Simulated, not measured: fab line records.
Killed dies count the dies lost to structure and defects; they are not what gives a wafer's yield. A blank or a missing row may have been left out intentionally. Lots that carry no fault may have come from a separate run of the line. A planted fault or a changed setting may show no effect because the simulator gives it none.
What tool caused it? -- flow sky130 -- Sampling: 13 lots, 39 wafers, 4 of 708 route steps

== WHAT THE GAUGES SHOWED, per wafer ==
SKY_VIA3_THK_MEAS_23: measures by xrf. Usual: for VIA3_W_THK the level is 394 nm and the standard deviation is 6.8.
lot,measured,on,VIA3_W_THK (nm),flag
L933,day 39 11:11,film_metro-04,391 391 401,
L934,day 39 20:05,film_metro-02,398 394 397,
L936,day 40 13:31,film_metro-02,388 393 390,
L937,day 40 21:23,film_metro-02,394 390 395,
L938,day 41 06:10,film_metro-03,384 389 388,
L939,day 41 17:17,film_metro-03,396 394 393,
L944,day 43 01:44,film_metro-02,397 406 403,
L945,day 43 10:49,film_metro-04,387 390 389,
L946,day 43 11:31,film_metro-02,401 403 399,
L950,day 44 15:58,film_metro-02,400 396 405,
L951,day 44 18:59,film_metro-02,401 405 402,
L952,day 45 04:52,film_metro-02,401 393 390,
L954,day 45 21:04,film_metro-03,383 381 385,

SKY_VIA4_THK_MEAS_01. Usual: for VIA4_HDPCVD_THK the level is 1752 nm and the standard deviation is 17.
lot,measured,on,VIA4_HDPCVD_THK (nm),flag
L933,day 41 15:33,film_metro-02,1768 1770 1753,
L934,day 41 22:25,film_metro-01,1725 1712 1704,
L936,day 42 15:58,film_metro-04,1759 1724 1731,
L937,day 42 22:32,film_metro-02,1750 1746 1752,
L938,day 43 07:01,film_metro-01,1762 1754 1764,
L939,day 43 19:02,film_metro-01,1764 1754 1749,
L944,day 45 01:01,film_metro-01,1769 1214 1745,OFF
L945,day 45 08:27,film_metro-04,1730 1219 1747,OFF
L946,day 45 10:10,film_metro-01,1751 1186 1748,OFF
L950,day 46 13:19,film_metro-01,1749 1746 1760,
L951,day 46 16:05,film_metro-02,1751 1780 1744,
L952,day 47 01:23,film_metro-02,1774 1760 1755,
L954,day 47 15:48,film_metro-04,1761 1760 1762,

SKY_VIA4_BOW_MEAS_03. Usual: for VIA4_BOW the level is 79 um and the standard deviation is 8.4.
lot,measured,on,VIA4_BOW (um),flag
L933,day 41 15:55,film_metro-02,81 88 78,
L934,day 41 22:46,film_metro-04,84 78 94,
L936,day 42 16:19,film_metro-01,74 85 63,
L937,day 42 22:55,film_metro-02,72 76 73,
L938,day 43 07:22,film_metro-04,91 100 87,
L939,day 43 19:28,film_metro-04,75 74 66,
L944,day 45 01:23,film_metro-04,83 89 84,
L945,day 45 09:08,film_metro-04,94 84 89,
L946,day 45 10:32,film_metro-02,81 98 88,
L950,day 46 13:40,film_metro-01,70 72 61,
L951,day 46 16:32,film_metro-01,75 84 70,
L952,day 47 01:49,film_metro-04,96 91 84,
L954,day 47 16:10,film_metro-04,60 60 80,

== TOOL THAT RAN EACH LOT (tool first, then ch and the chambers of the sampled wafers, then the start) ==
lot,SKY_VIA4_HDPCVD_00
L933,"hdpcvd-01 ch 0,1,2, day 41 15:22"
L934,"hdpcvd-01 ch 0,1, day 41 22:14"
L936,"hdpcvd-02 ch 1,2, day 42 15:47"
L937,"hdpcvd-02 ch 0,1,2, day 42 22:21"
L938,"hdpcvd-01 ch 0,1,2, day 43 06:50"
L939,"hdpcvd-02 ch 0,1, day 43 18:51"
L944,"hdpcvd-02 ch 0,2, day 45 00:50"
L945,"hdpcvd-02 ch 0,2, day 45 08:16"
L946,"hdpcvd-02 ch 0,2, day 45 09:59"
L950,"hdpcvd-01 ch 0,2, day 46 13:08"
L951,"hdpcvd-01 ch 0,2, day 46 15:53"
L952,"hdpcvd-01 ch 0,1,2, day 47 01:11"
L954,"hdpcvd-01 ch 0,1, day 47 15:37"
- SKY_VIA4_HDPCVD_00: deposits SiO2, target thk 1750 nm, time 291.7 s.

== AS READ BY THE TOOLS THEMSELVES (means over the sampled wafers that have a number; for cases with no such wafer, the mark the record gives instead) ==
The record holds no such reading with a usual standard deviation.

== THE ANSWER, worked out from the rows above alone ==
Rule: take the mean of a lot's wafers that have a number; if it is more than 3 standard deviations from the usual mean, the lot is off. Also off: a lot with no number at a reading for which 4 or more lots have one. Any other lot the step has rows for is counted as sound. First the gauges in route order, then the tools' own readings, where a lot's mean is used as printed above. At the first step where some lot is off, the reading lying furthest off is the one used; lots without a number count as furthest.
Off: L944, L945, L946, seen at SKY_VIA4_THK_MEAS_01 (VIA4_HDPCVD_THK).
A tool fits if, at a process step before that reading, it ran every lot that is off, and no sound lot after the first of them. Gauges at SKY_VIA4_THK_MEAS_01: tried the same way as those tools. One fits: hdpcvd-02 at SKY_VIA4_HDPCVD_00. Its last sound lot is L939 (day 43 18:51), its first lot that is off L944 (day 45 00:50): a fault that began between those two fits.

== WHAT THE SIMULATOR HAD INSERTED ==
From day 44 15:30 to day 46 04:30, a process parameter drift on hdpcvd-02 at SKY_VIA4_HDPCVD_00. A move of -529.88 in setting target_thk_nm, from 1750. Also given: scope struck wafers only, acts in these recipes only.
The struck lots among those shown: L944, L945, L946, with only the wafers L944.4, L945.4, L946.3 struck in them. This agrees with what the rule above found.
